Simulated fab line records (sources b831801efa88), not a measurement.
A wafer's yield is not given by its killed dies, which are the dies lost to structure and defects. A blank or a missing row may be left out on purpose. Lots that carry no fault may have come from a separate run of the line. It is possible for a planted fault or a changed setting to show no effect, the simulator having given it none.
fab line records	flow sky130
record: lots: 6	wafers: 18	last-day: 50
route steps=708 shown SONOS_TUNNEL@156 SONOS_ONO@168 PAD_OPEN@708
lots untouched by any fault: they come from a run of this same line in which no faults occurred
start-h: hours from the record's opening day to when the first of the lot's shown wafers began	wait-h: time in hours since the lot's previous step	" repeats the value in the row above	L1.1+2: one row covering several wafers at once	- no value, or no start was given	* or withheld: withheld	< > ~ a bound
route shown NAME@n: names a module that has steps shown in the file, with the first one's number in the route	usual: mean/standard deviation taken from wafers without a fault	same: alike in all rows	chamber/n: place in a boat	sites: per-site readings	_std_site: their standard deviation	_edge_site: mean of outer sites minus mean of inner sites	radius-mm: for every site, how far away it sits from the centre of the wafer	mask NAME#n: copy n	behind: the last tool/chamber to shape the wafer	hold: reason for holding the lot/hours on hold/outcome of the hold	device: the transistor (n, p or np) that didn't switch	end of line: tests run on the same wafers once the route is complete	a step without rows: its recipe alone	killed: at the first sort, the dies lost to defects and structure; wafer yield is something else	map: per-die view of a wafer (x killed, . not killed, _ where there is no die)
set.NAME: the setting as run; set.NAME@STEP: as run at that earlier step	model.NAME: the simulator's own value behind a step, which no gauge read
certain route steps with their lots: each step a table, each wafer a row
services: when a tool's chamber went out of use (start-h, in hours from the record's first day, below 0 if earlier), for how many hours, and the reason
== steps ==
step: SKY_SONOS_TUNNEL_COAT_02
recipe: resist: NOVOLAK	spin-rpm: 3000	resist-thk-nm: 1140
step: SKY_SONOS_TUNNEL_SOFTBAKE_03
recipe: temp-c: 90	time-s: 60	resist: NOVOLAK
step: SKY_SONOS_TUNNEL_EXPOSE_04
recipe: mask-id: TUNM	na: 0.6	source-shape: conventional	sigma-outer: 0.6	polarization: unpolarized	target-cd-nm: 410	dose-mj: 136
step: SKY_SONOS_TUNNEL_PEB_05
recipe: temp-c: withheld	time-s: *	resist: NOVOLAK
step: SKY_SONOS_TUNNEL_DEVELOP_06
recipe: resist: NOVOLAK	developer: TMAH	develop-time-s: 60	dev-temp-c: 23
step: SKY_SONOS_TUNNEL_CD_MEAS_07
recipe: target-cd-nm: 410
usual: cd-nm: 410.1/2.2
lot.wafer	tool	chamber	start-h	wait-h	cd-nm
L180.1	cd-sem-02	-	244.11	0.1	407.7
L180.2	"	-	"	"	407.6
L180.3	"	-	"	"	407.9
L181.1	cd-sem-01	-	250.09	0.1	412.1
L181.3	"	-	"	"	411.7
L181.4	"	-	"	"	410.0
L194.2	cd-sem-02	-	352.88	0.1	409.7
L194.3	"	-	"	"	410.0
L194.6	"	-	"	"	410.5
L195.1	cd-sem-01	-	365.44	0.1	410.4
L195.2	"	-	"	"	405.8
L195.6	"	-	"	"	410.2
L201.3	cd-sem-02	-	410.63	0.1	407.9
L201.5	"	-	"	"	407.0
L201.6	"	-	"	"	410.6
L202.1	cd-sem-01	-	419.61	0.1	404.8
L202.2	"	-	"	"	404.0
L202.3	"	-	"	"	406.2
step: SKY_SONOS_TUNNEL_OVL_MEAS_08
usual: SONOS_TUNNEL_OVL: 0.0/1.5
lot.wafer	tool	chamber	start-h	wait-h	SONOS_TUNNEL_OVL[nm]
L180.1	overlay-01	-	244.25	0.1	1.3
L180.2	"	-	"	"	0.7
L180.3	"	-	"	"	1.3
L181.1	overlay-01	-	250.21	0.1	0.0
L181.3	"	-	"	"	0.4
L181.4	"	-	"	"	-1.1
L194.2	overlay-01	-	352.99	0.1	1.6
L194.3	"	-	"	"	1.8
L194.6	"	-	"	"	2.4
L195.1	overlay-02	-	365.56	0.1	-1.7
L195.2	"	-	"	"	-1.7
L195.6	"	-	"	"	-0.6
L201.3	overlay-02	-	410.72	0.1	2.0
L201.5	"	-	"	"	1.0
L201.6	"	-	"	"	1.9
L202.1	overlay-01	-	419.73	0.1	0.1
L202.2	"	-	"	"	1.1
L202.3	"	-	"	"	-0.3
step: SKY_SONOS_TUNNEL_IMPLANT_09
recipe: species: B	energy-kev: 20	dose-cm2: 1e+12	tilt-deg: withheld
step: SKY_SONOS_TUNNEL_WET_ETCH_10
recipe: chemistry: dHF	target-depth-nm: 14	target: SiO2	dilution: 100:1	temp-c: 25	time-s: 280
step: SKY_SONOS_TUNNEL_STRIP_11
recipe: chemistry: SPM	time-s: 600	temp-c: 130
step: SKY_SONOS_TUNNEL_TW_MEAS_12
usual: SONOS_TUNNEL_TW: 197.2/2.1
lot.wafer	tool	chamber	start-h	wait-h	SONOS_TUNNEL_TW
L180.1	film-metro-02	-	244.70	0.0	196.2
L180.2	"	-	"	"	195.6
L180.3	"	-	"	"	195.2
L181.1	film-metro-03	-	250.65	0.0	198.5
L181.3	"	-	"	"	198.0
L181.4	"	-	"	"	197.2
L194.2	film-metro-02	-	353.46	0.0	194.2
L194.3	"	-	"	"	194.2
L194.6	"	-	"	"	194.8
L195.1	film-metro-02	-	366.01	0.0	195.5
L195.2	"	-	"	"	195.3
L195.6	"	-	"	"	196.1
L201.3	film-metro-03	-	411.17	0.0	197.3
L201.5	"	-	"	"	199.3
L201.6	"	-	"	"	198.6
L202.1	film-metro-03	-	420.18	0.0	198.7
L202.2	"	-	"	"	197.6
L202.3	"	-	"	"	198.8
step: SKY_SONOS_TUNNEL_CLEAN_13
recipe: chemistry: dHF	time-s: 20	dilution: 100:1	dry: ipa-marangoni
step: SKY_SONOS_ONO_OXIDATION_00
recipe: temp-c: 800	ambient: O2	idle-temp-c: 700	ramp-up-c-per-min: 10	ramp-down-c-per-min: 3	stabilise-s: 600	purge-s: 300	target-thk-a: 26	ox-time-s: 1249
usual: spike-tc-bottom-C: 819.0/1	spike-tc-centre-C: 799.3/1.1	spike-tc-lower-C: 801.8/2.4	spike-tc-top-C: 813.2/2.5	spike-tc-upper-C: 800.2/1.1	tube-center-temp-C: 800/0.078	tube_center_temp_C_max: 802.1/0.35	zone-power-bottom-pct: 24.2/0.45
lot.wafer	tool	chamber	start-h	wait-h	spike-tc-bottom-C	spike-tc-centre-C	spike-tc-lower-C	spike-tc-top-C	spike-tc-upper-C	tube-center-temp-C	tube_center_temp_C_max	zone-power-bottom-pct	model.SiO2_of_SONOS_ONO_OXIDATION_00.thk-nm
L180.1	furnace-01	0	248.63	3.9	819.7	797.8	802.8	809.4	798.3	799.99	802.0	23.5	2.731
L180.2	"	0	"	"	819.2	798.9	802.6	813.0	800.2	799.97	802.3	23.7	2.692
L180.3	"	0	"	"	818.7	800.3	803.6	810.6	798.8	799.95	801.8	24.1	2.711
L181.1	furnace-02	0	254.39	3.7	818.4	800.0	799.6	814.9	800.2	800.01	802.2	24.8	2.56
L181.3	"	0	"	"	819.0	798.9	798.9	815.3	799.2	800.08	802.7	24.6	2.575
L181.4	"	0	"	"	817.6	797.9	800.6	815.0	800.9	799.9	801.9	24.4	2.596
L194.2	furnace-01	0	354.63	1.1	798.5	781.1	785.6	794.1	779.8	781.49	783.5	22.5	2.07
L194.3	"	0	"	"	800.7	780.8	784.3	792.2	783.8	781.42	783.3	22.8	2.071
L194.6	"	0	"	"	800.9	781.9	786.1	793.7	780.2	781.36	783.4	22.9	2.068
L195.1	furnace-01	0	368.05	2.0	801.6	780.9	786.0	793.7	781.4	781.48	783.1	22.7	1.98
L195.2	"	0	"	"	800.4	782.7	785.7	792.8	781.2	781.45	784.2	22.7	1.974
L195.6	"	0	"	"	799.4	781.0	784.0	792.7	781.8	781.48	783.1	22.6	1.967
L201.3	furnace-02	0	413.58	2.3	819.7	798.4	799.4	815.2	799.6	799.97	802.3	24.8	2.537
L201.5	"	0	"	"	818.8	799.8	799.7	814.4	801.7	800.05	802.1	24.7	2.512
L201.6	"	0	"	"	820.1	799.8	799.5	813.0	802.3	800.06	802.7	24.8	2.52
L202.1	furnace-02	0	421.79	1.5	820.6	800.9	799.7	817.5	800.8	800	802.0	25.1	2.638
L202.2	"	0	"	"	818.6	799.8	801.2	816.2	799.4	800.07	802.1	24.4	2.617
L202.3	"	0	"	"	819.6	797.5	800.6	816.1	802.0	800.02	802.1	24.7	2.643
step: SKY_SONOS_ONO_THK_MEAS_01
recipe: reads: SiO2_of_SONOS_ONO_OXIDATION_00
usual: SONOS_ONO_OXIDATION_THK: 2.62/0.059
lot.wafer	tool	chamber	start-h	wait-h	hold	SONOS_ONO_OXIDATION_THK[nm]
L180.1	film-metro-03	-	249.98	0.0	-	2.74
L180.2	"	-	"	"	-	2.68
L180.3	"	-	"	"	-	2.64
L181.1	film-metro-03	-	255.74	0.0	-	2.48
L181.3	"	-	"	"	-	2.60
L181.4	"	-	"	"	-	2.58
L194.2	film-metro-04	-	355.98	0.0	await-dispo/0.2h/release	2.07
L194.3	"	-	"	"	await-dispo/0.2h/release	2.01
L194.6	"	-	"	"	await-dispo/0.2h/release	2.10
L194.2	film-metro-04	-	356.21	0.2	-	2.04
L194.3	"	-	"	"	-	2.06
L194.6	"	-	"	"	-	2.03
L195.1	film-metro-04	-	369.40	0.0	await-dispo/0.2h/release	1.97
L195.2	"	-	"	"	await-dispo/0.2h/release	1.94
L195.6	"	-	"	"	await-dispo/0.2h/release	1.97
L195.1	film-metro-04	-	369.67	0.3	-	1.97
L195.2	"	-	"	"	-	1.99
L195.6	"	-	"	"	-	2.00
L201.3	film-metro-01	-	414.94	0.0	-	2.54
L201.5	"	-	"	"	-	2.52
L201.6	"	-	"	"	-	2.48
L202.1	film-metro-03	-	423.13	0.0	-	2.60
L202.2	"	-	"	"	-	2.63
L202.3	"	-	"	"	-	2.62
step: SKY_PAD_OPEN_PROBE_99
usual: killed_at_M0_to_M3: 42/6.6	killed_at_M4_up: 3.1/1.9	killed-at-contacts: 25/5.7	killed-at-front-end: 16/5	killed-at-other: 0.2/0.38	killed-dies: 86/9.6	killed-open: 47/7.2	killed-short: 39/6.2
same: gross-dies: 492	killed-at-back-side: 0
lot.wafer	tool	chamber	start-h	wait-h	killed_at_M0_to_M3	killed_at_M4_up	killed-at-contacts	killed-at-front-end	killed-at-other	killed-dies	killed-open	killed-short	model.etest.sonos-erased.drive-ua-um	model.etest.sonos-uncharged.r-on-ohm-um	model.etest.cap-ono.gate-log10-a-cm2	model.etest.cap-ono.gate-bv-v	model.etest.cap-ono.tox-acc-nm	model.etest.sonos-erased.vt-v	model.etest.sonos-baked.vt-less-v	model.etest.sonos-baked.vt-v
L180.1	prober-01	-	1074.69	0.1	32	2	22	24	0	80	48	32	183.3	835.5	-8.052	15.99	13.04	-2.203	-0.4929	0.9777
L180.2	prober-01	-	1074.74	0.1	40	4	31	16	0	91	54	37	191.7	821	-7.995	16.22	12.93	-2.252	-0.5511	0.9625
L180.3	prober-01	-	1074.79	0.2	39	3	23	21	0	86	48	38	207.4	820.9	-8.073	16.29	12.98	-2.239	-0.4783	0.9992
L181.1	prober-02	-	1082.55	0.1	37	1	23	10	0	71	41	30	196	797.1	-7.731	16.25	12.76	-2.382	-0.5757	0.9767
L181.3	prober-02	-	1082.65	0.2	41	3	34	16	1	95	53	42	215.5	804.9	-7.845	16.43	12.8	-2.377	-0.4363	0.9668
L181.4	prober-02	-	1082.70	0.2	50	2	29	14	0	95	53	42	200.6	794.8	-7.853	16.51	12.81	-2.361	-0.4821	0.9808
L194.2	prober-01	-	1154.24	0.1	46	0	23	16	0	85	47	38	216.3	787.4	-7.05	15.87	12.2	-2.591	-0.729	0.9178
L194.3	prober-01	-	1154.29	0.2	32	1	27	18	0	78	38	40	222.2	791.3	-7.043	15.79	12.21	-2.583	-0.7106	0.905
L194.6	prober-01	-	1154.44	0.2	32	3	24	21	0	80	42	38	237.7	799.5	-7.05	15.64	12.18	-2.618	-0.7318	0.9349
L195.1	prober-02	-	1166.54	0.1	45	3	19	8	0	75	48	27	224.2	780	-6.945	15.76	12.13	-2.631	-0.7808	0.8697
L195.2	prober-02	-	1166.59	0.1	40	10	25	11	0	86	42	44	257.4	798.8	-6.956	15.29	12.09	-2.675	-0.8135	0.8547
L195.6	prober-02	-	1166.79	0.2	40	0	30	20	0	90	51	39	242.6	797	-6.95	15.85	12.07	-2.662	-0.7983	0.898
L201.3	prober-02	-	1193.45	0.2	34	3	21	16	0	74	39	35	209.8	806.9	-7.808	15.74	12.8	-2.37	-0.5502	0.9278
L201.5	prober-02	-	1193.55	0.2	49	2	23	21	0	95	50	45	189.7	814.5	-7.723	15.86	12.73	-2.374	-0.5715	0.9488
L201.6	prober-02	-	1193.60	0.2	38	5	21	13	2	79	46	33	210.7	801.6	-7.652	16.05	12.64	-2.42	-0.603	1.002
L202.1	prober-01	-	1195.50	0.1	45	2	18	11	0	76	35	41	220	813.7	-7.764	16.65	12.78	-2.373	-0.4904	1.003
L202.2	prober-01	-	1195.55	0.1	45	5	19	12	0	81	46	35	181.2	805.4	-7.83	16.04	12.83	-2.316	-0.4878	0.9673
L202.3	prober-01	-	1195.60	0.2	48	4	21	20	0	93	41	52	199.7	806.5	-7.78	16.91	12.83	-2.349	-0.5168	1
killed by level:class
L180.1 VIA1:geometric-particle:open=8 LI_CONTACT:geometric-particle:open=7 FIELD_ISO:geometric-particle:short=6 POLY_GATE:geometric-particle:open=6 SPACER:geometric-particle:open=6 CONTACT:geometric-particle:open=6 VIA2:geometric-particle:open=6 FIELD_ISO:geometric-particle:open=4
L180.2 CONTACT:geometric-particle:open=18 LI_CONTACT:geometric-particle:open=6 VIA2:geometric-particle:open=6 VIA2:geometric-particle:short=6 FIELD_ISO:geometric-particle:short=5 VIA1:geometric-particle:open=5 FIELD_ISO:geometric-particle:open=4 LOCAL_INTERCONNECT:geometric-particle:short=4
L180.3 CONTACT:geometric-particle:open=10 VIA1:geometric-particle:open=10 LI_CONTACT:geometric-particle:open=7 VIA2:geometric-particle:open=6 VIA3:geometric-particle:open=5 POLY_GATE:geometric-particle:short=4 SPACER:geometric-particle:short=4 METAL2:geometric-particle:short=4
L181.1 VIA1:geometric-particle:open=9 CONTACT:geometric-particle:open=7 LI_CONTACT:geometric-particle:open=6 LI_CONTACT:geometric-particle:short=6 METAL1:geometric-particle:short=5 METAL2:geometric-particle:short=4 VIA2:geometric-particle:open=4 VIA3:geometric-particle:open=4
L181.3 CONTACT:geometric-particle:open=12 VIA1:geometric-particle:open=12 LI_CONTACT:geometric-particle:open=8 LOCAL_INTERCONNECT:geometric-particle:short=7 POLY_GATE:geometric-particle:short=6 VIA1:geometric-particle:short=5 VIA2:geometric-particle:open=5 VIA3:geometric-particle:short=5
L181.4 CONTACT:geometric-particle:open=13 VIA1:geometric-particle:open=12 LI_CONTACT:geometric-particle:open=7 VIA3:geometric-particle:open=7 VIA2:geometric-particle:open=6 VIA1:geometric-particle:short=6 FIELD_ISO:geometric-particle:short=5 CONTACT:geometric-particle:short=5
L194.2 CONTACT:geometric-particle:open=10 VIA1:geometric-particle:open=10 VIA2:geometric-particle:open=7 VIA3:geometric-particle:open=7 METAL1:geometric-particle:short=6 LI_CONTACT:geometric-particle:open=6 VIA1:geometric-particle:short=6 POLY_GATE:geometric-particle:short=5
L194.3 CONTACT:geometric-particle:open=8 LI_CONTACT:geometric-particle:open=7 VIA1:geometric-particle:short=6 CONTACT:geometric-particle:short=5 VIA1:geometric-particle:open=5 VIA3:geometric-particle:open=4 FIELD_ISO:geometric-particle:open=3 FIELD_ISO:geometric-particle:short=3
L194.6 LI_CONTACT:geometric-particle:open=9 VIA1:geometric-particle:open=9 CONTACT:geometric-particle:open=8 FIELD_ISO:geometric-particle:short=6 VIA1:geometric-particle:short=5 FIELD_ISO:geometric-particle:open=4 POLY_GATE:geometric-particle:short=4 VIA2:geometric-particle:short=4
L195.1 VIA1:geometric-particle:open=11 VIA2:geometric-particle:open=7 LI_CONTACT:geometric-particle:open=6 CONTACT:geometric-particle:open=5 METAL2:geometric-particle:short=5 LOCAL_INTERCONNECT:geometric-particle:short=4 VIA1:geometric-particle:short=4 METAL3:geometric-particle:short=4
L195.2 CONTACT:geometric-particle:open=10 VIA1:geometric-particle:open=8 VIA2:geometric-particle:short=6 LI_CONTACT:geometric-particle:open=6 CONTACT:geometric-particle:short=6 METAL2:geometric-particle:short=6 VIA2:geometric-particle:open=6 METAL4:geometric-particle:short=6
L195.6 VIA1:geometric-particle:open=12 LI_CONTACT:geometric-particle:open=8 CONTACT:geometric-particle:open=7 POLY_GATE:geometric-particle:short=6 VIA3:geometric-particle:open=6 LOCAL_INTERCONNECT:geometric-particle:short=6 METAL2:geometric-particle:short=6 CONTACT:geometric-particle:short=5
L201.3 VIA3:geometric-particle:open=12 CONTACT:geometric-particle:open=11 FIELD_ISO:geometric-particle:open=7 METAL2:geometric-particle:short=4 LOCAL_INTERCONNECT:geometric-particle:short=4 METAL1:geometric-particle:short=4 VIA3:geometric-particle:short=4 POLY_GATE:geometric-particle:short=3
L201.5 VIA1:geometric-particle:open=9 LI_CONTACT:geometric-particle:open=7 CONTACT:geometric-particle:open=7 METAL1:geometric-particle:short=7 VIA1:geometric-particle:short=7 FIELD_ISO:geometric-particle:open=5 CONTACT:geometric-particle:short=5 METAL2:geometric-particle:short=5
L201.6 LI_CONTACT:geometric-particle:open=10 VIA1:geometric-particle:open=9 VIA1:geometric-particle:short=7 METAL1:geometric-particle:short=5 CONTACT:geometric-particle:open=5 VIA2:geometric-particle:open=5 METAL3:geometric-particle:short=5 VIA3:geometric-particle:open=5
L202.1 METAL1:geometric-particle:short=10 VIA2:geometric-particle:open=9 CONTACT:geometric-particle:open=8 VIA1:geometric-particle:open=7 FIELD_ISO:geometric-particle:short=5 CONTACT:geometric-particle:short=4 METAL2:geometric-particle:short=4 VIA2:geometric-particle:short=4
L202.2 VIA3:geometric-particle:open=10 VIA2:geometric-particle:open=9 LI_CONTACT:geometric-particle:open=7 VIA1:geometric-particle:open=7 CONTACT:geometric-particle:open=5 VIA1:geometric-particle:short=5 FIELD_ISO:geometric-particle:short=4 METAL2:geometric-particle:short=4
L202.3 VIA1:geometric-particle:open=13 METAL2:geometric-particle:short=9 FIELD_ISO:geometric-particle:short=6 POLY_GATE:geometric-particle:short=6 CONTACT:geometric-particle:open=6 METAL1:geometric-particle:short=6 VIA2:geometric-particle:short=6 LOCAL_INTERCONNECT:geometric-particle:short=5
== services ==
tool	chamber	start-h	hours	kind
furnace-02	-	236.87	14.8	repair
furnace-01	-	287.43	3.3	pm
furnace-02	-	364.26	3.5	pm
== key ==
first-sign: step: SKY_SONOS_ONO_OXIDATION_00	reading: tube-center-temp-C	direction: down	sigmas: 99+	usual: *	struck: *
effect: step: SKY_SONOS_ONO_OXIDATION_00	reading: tube_center_temp_C_max	direction: down	sigmas: 53	usual: *	struck: *
effect: step: SKY_SONOS_ONO_THK_MEAS_01	reading: visit	direction: added
effect: step: SKY_SONOS_ONO_THK_MEAS_01	reading: SONOS_ONO_OXIDATION_THK	direction: down	sigmas: 10	usual: 2.62	struck: 2.01
model-effect: step: SKY_SONOS_ONO_OXIDATION_00	value: SiO2_of_SONOS_ONO_OXIDATION_00.thk-nm	without: 2.642	struck: 2.022
model-effect: step: SKY_PAD_OPEN_PROBE_99	value: etest.sonos-erased.drive-ua-um	without: 196.7	struck: 233.4
met-at SKY_SONOS_ONO_OXIDATION_00
struck-wafers L194.2,L194.3,L194.6,L195.1,L195.2,L195.6
tester-left-out L194,L195
onset-between 248.63 354.63
fault: kind: process-parameter-drift	tool: furnace-01	chamber: -	onset-h: 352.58	steps: SKY_SONOS_ONO_OXIDATION_00	channel: temp-c	offset: *	shape: step	end-h: 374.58	acts-in: *	stated: *
tester-left-out: of these lots the tester's yield and bins aren't shown, on N5 and GAA mostly nor the transistor test; their killed dies are dies lost to structure and defects alone, not to doping, threshold or leakage, so they don't give the yield
